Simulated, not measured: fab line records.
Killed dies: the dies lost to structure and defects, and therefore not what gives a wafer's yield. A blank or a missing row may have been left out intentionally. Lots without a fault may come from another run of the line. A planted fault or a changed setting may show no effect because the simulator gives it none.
Chamber matching || flow gf180mcu || 4 sister chambers for GF_CONTACT_ETCH_16 on rie_diel-04
The step etches BARC in N2/H2. 4 wafers are shown with their chamber, then 7 later ones without.

WAFERS WITH THEIR CHAMBER
{"wafer": "L569.4", "chamber": 3, "drypump_motor_current_A (A)": 6.6}
{"wafer": "L569.5", "chamber": 2, "drypump_motor_current_A (A)": 6.5}
{"wafer": "L570.2", "chamber": 0, "drypump_motor_current_A (A)": 6.0}
{"wafer": "L570.3", "chamber": 1, "drypump_motor_current_A (A)": 5.9}

WAFERS WHOSE CHAMBER IS MISSING
{"wafer": "L570.4", "drypump_motor_current_A (A)": 6.4}
{"wafer": "L571.1", "drypump_motor_current_A (A)": 6.0}
{"wafer": "L571.2", "drypump_motor_current_A (A)": 5.9}
{"wafer": "L571.5", "drypump_motor_current_A (A)": 6.0}
{"wafer": "L575.2", "drypump_motor_current_A (A)": 5.9}
{"wafer": "L575.4", "drypump_motor_current_A (A)": 5.9}
{"wafer": "L575.6", "drypump_motor_current_A (A)": 5.9}

CHAMBER TAKEN BY EACH
{"wafer": "L570.4", "from the rows above": 2, "in truth": 2}
{"wafer": "L571.1", "from the rows above": 0, "in truth": 0}
{"wafer": "L571.2", "from the rows above": 1, "in truth": 1}
{"wafer": "L571.5", "from the rows above": 0, "in truth": 0}
{"wafer": "L575.2", "from the rows above": 1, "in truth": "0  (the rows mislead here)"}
{"wafer": "L575.4", "from the rows above": 1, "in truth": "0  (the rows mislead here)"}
{"wafer": "L575.6", "from the rows above": 1, "in truth": 1}
Placed correctly: 5 of 7. Can't be placed from these rows: 0. Placed wrongly: 2.
How it was worked out, from the rows above alone: a wafer's distance from a chamber is the root of the sum, over the readings, of the square of ((its reading less the chamber's mean) divided by the reading's scatter). If the next closest chamber is less than 2 further off than the closest, the wafer can't be placed; otherwise it belongs to the closest. A chamber's mean is the mean of its shown wafers. The scatter: with one shown wafer a chamber, the root of the mean of the squares of how far each hidden wafer lies from its nearest shown one.
